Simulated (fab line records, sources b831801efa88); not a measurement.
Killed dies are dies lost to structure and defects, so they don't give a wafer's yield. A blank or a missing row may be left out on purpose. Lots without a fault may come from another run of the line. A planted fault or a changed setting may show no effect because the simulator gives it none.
Chamber matching | flow gf180mcu | GF_MIM_CVD_05 on pecvd-01: 3 sister chambers
The step deposits Si3N4, target thk 42 nm, time 29.086 s. 6 wafers are shown with their chamber, then 8 later ones without.

WAFERS WITH THEIR CHAMBER
wafer  | chamber | heater_power_w (W)
L721.6 | 2       | 665
L722.6 | 0       | 588
L728.1 | 1       | 590
L728.2 | 2       | 780
L728.5 | 0       | 671
L731.1 | 1       | 643

WAFERS WITHOUT THEIR CHAMBER
wafer  | heater_power_w (W)
L731.4 | 677
L731.5 | 623
L737.1 | 540
L737.3 | 680
L737.6 | 531
L739.1 | 573
L739.2 | 730
L739.6 | 557

WHICH CHAMBER EACH WENT THROUGH
wafer  | from the rows above          | in truth
L731.4 | can't be placed: 2 or 0 or 1 | 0
L731.5 | can't be placed: 0 or 1 or 2 | 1
L737.1 | can't be placed: 1 or 0 or 2 | 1
L737.3 | can't be placed: 2 or 0 or 1 | 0
L737.6 | can't be placed: 1 or 0 or 2 | 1
L739.1 | can't be placed: 1 or 0 or 2 | 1
L739.2 | can't be placed: 2 or 0 or 1 | 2
L739.6 | can't be placed: 1 or 0 or 2 | 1
Placed correctly: 0 of 8. Can't be placed from these rows: 8 (the true chamber is among the candidates in 8). Placed wrongly: 0.
How it was worked out, from the rows above alone: a wafer's distance from a chamber is the root of the sum, over the readings, of the square of ((its reading less the chamber's mean) divided by the reading's scatter). The wafer belongs to the nearest chamber; if the next one is less than 2 further off, it can't be placed. A chamber's mean is the mean of its shown wafers. The scatter: the root of (the sum of the squares of (reading less its chamber's mean) over the shown wafers, divided by (wafers less chambers)).
